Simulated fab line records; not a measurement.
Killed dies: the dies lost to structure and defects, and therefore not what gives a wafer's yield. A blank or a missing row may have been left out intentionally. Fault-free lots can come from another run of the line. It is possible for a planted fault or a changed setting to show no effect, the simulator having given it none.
Which of the tools did it? -- flow gf180mcu -- 7 lots, 21 wafers sampled, at 2 steps of a route of 602

WHAT THE GAUGES SHOWED, per wafer
GF_HV_LDD_CD_MEAS_46: the cd target is 400 nm.
lot,measured,on,cdNm (nm)
L586,day 12 22:04,cdSem-02,400.4 400.8 400.7
L588,day 13 08:40,cdSem-02,399.3 401.2 401.0
L591,day 14 14:08,cdSem-02,401.9 402.9 402.3
L593,day 15 12:08,cdSem-02,405.5 404.7 404.3
L603,day 18 18:34,cdSem-01,399.7 399.8 400.8
L605,day 19 11:07,cdSem-01,398.8 398.3 399.2
L608,day 20 11:48,cdSem-01,399.4 399.0 398.7

WHAT TOOL EACH LOT RAN ON (gives the tool, then ch and the chambers of the sampled wafers, and finally the start)
lot,GF_HV_LDD_IMPLANT_09
L586,"implanter-02 ch 0, day 10 12:46"
L588,"implanter-01 ch 0, day 10 23:05"
L591,"implanter-01 ch 0, day 12 00:21"
L593,"implanter-01 ch 0, day 12 19:52"
L603,"implanter-01 ch 0, day 15 19:47"
L605,"implanter-01 ch 0, day 16 10:31"
L608,"implanter-02 ch 0, day 17 09:39"
- GF_HV_LDD_IMPLANT_09

THE ANSWER, worked out from the rows above alone
Rule: the usual values come from the lots themselves. Put in order of their means at a reading, lots are off if they are a third of the lots or fewer, leave a main group of 4 or more, and stand apart from it by a gap of 3 or more times the standard deviation of the main group's means; of several such gaps the widest counts. A main group is skipped when, at the precision printed for the reading in the tables above, its means are all equal. A lot without any number at a reading at which 4 lots or more have one is off too. Where the step has rows for the other lots, those lots are counted as sound.
None of the lots is off at any reading shown; this tells nothing.

WHAT WAS PUT IN BY THE SIMULATOR
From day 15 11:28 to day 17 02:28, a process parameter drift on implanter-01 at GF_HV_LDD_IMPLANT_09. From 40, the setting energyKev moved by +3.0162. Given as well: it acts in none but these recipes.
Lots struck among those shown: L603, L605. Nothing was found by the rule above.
